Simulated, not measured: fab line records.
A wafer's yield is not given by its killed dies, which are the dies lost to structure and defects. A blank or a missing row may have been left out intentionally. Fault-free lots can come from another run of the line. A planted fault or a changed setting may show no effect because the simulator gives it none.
Problem report in the 8D (eight disciplines) form, filled by code -- flow sky130 -- the parts of the form that need people (team, actions taken, sign-off) are left out

== 1. THE ISSUE ==
Wafers free of any fault read 1031 nm (standard deviation 10) for VIA1_HDPCVD_THK at SKY_VIA1_THK_MEAS_01, against a mean of 730 nm on 9 wafers of 3 lots. That puts it -30 standard deviations away from the usual mean.
The first sign was on wafer L378.1 at day 35 04:18, on film-metro-02. The record holds 36 wafers of 12 lots with a number at this step. By rule, "out" or "out of limits" means more than 4 standard deviations away from the usual mean. The rest of the wafers with a number are treated as sound.

== 2. WHAT IT IS, WHAT IT ISN'T ==
question,is,is not
which readings at this step,VIA1_HDPCVD_THK,-
which lots,"L378, L379, L380","L373, L374, L375, L376, L377, L392, L393, L394, L395"
which wafers of those lots,all that have a number,-
read on which gauges,"film-metro-02, film-metro-03",film-metro-01
when,from day 35 04:18,"up to then (15 sound wafers); but 12 sound wafers of L392, L393, L394, L395 came after"

== 3. SUSPECTS, AND WHAT RULES EACH OUT ==
Counting: a tool stays on the suspect list if, at a process step up to the reading, it processed all lots that are out and no sound lot following the first of them.
- the gauge at SKY_VIA1_THK_MEAS_01 is ruled out. Those wafers that are out were read across 2 gauges (film-metro-02, film-metro-03).
- rie-metal-03 at SKY_METAL1_METAL_ETCH_19 (etches the open film in Cl2/BCl3, stops on SiO2, target depth 360 nm, time 78 s): ruled out as a lasting fault. After its first lot that is out, L378 (day 35 03:25), sound lots L393 ran on it.
- hdpcvd-01 at SKY_VIA1_HDPCVD_00 (deposits SiO2, target thk 1030 nm, time 171.7 s): ruled out as a lasting fault. After its first lot that is out, L378 (day 35 04:11), sound lots L393 ran on it.
Left after counting: nothing in the record.

== 4. THE CAUSE (what the simulator had put in) ==
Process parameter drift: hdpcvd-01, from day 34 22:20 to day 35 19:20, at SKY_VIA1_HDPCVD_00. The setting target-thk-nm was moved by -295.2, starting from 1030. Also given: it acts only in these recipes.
It was ruled out by counting, in error; the rule expects a fault to strike all lots run on its tool from its start on, and this fault did not.

== 5. THE EFFECT CHAIN, in route order ==
One row per reading whose mean, taken over the struck wafers that have a number, lies over 3 standard deviations from the usual. Scope: only readings with a usual standard deviation given in the record; hours: median across lots of the time from each lot's start at the first step in this table that gives one to its start at this step; sigmas: change in usual standard deviations.
hours,step,reading,usual,on struck wafers,change,sigmas
0,SKY_VIA1_THK_MEAS_01,VIA1_HDPCVD_THK,1031 nm,730,-301,-30

== 6. HOW IT WOULD HAVE BEEN CAUGHT EARLIER ==
Counted from the fault's start at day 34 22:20, it took 6 hours until the first out-of-limits reading at a measuring or inspecting step in this record, taken at day 35 04:18.
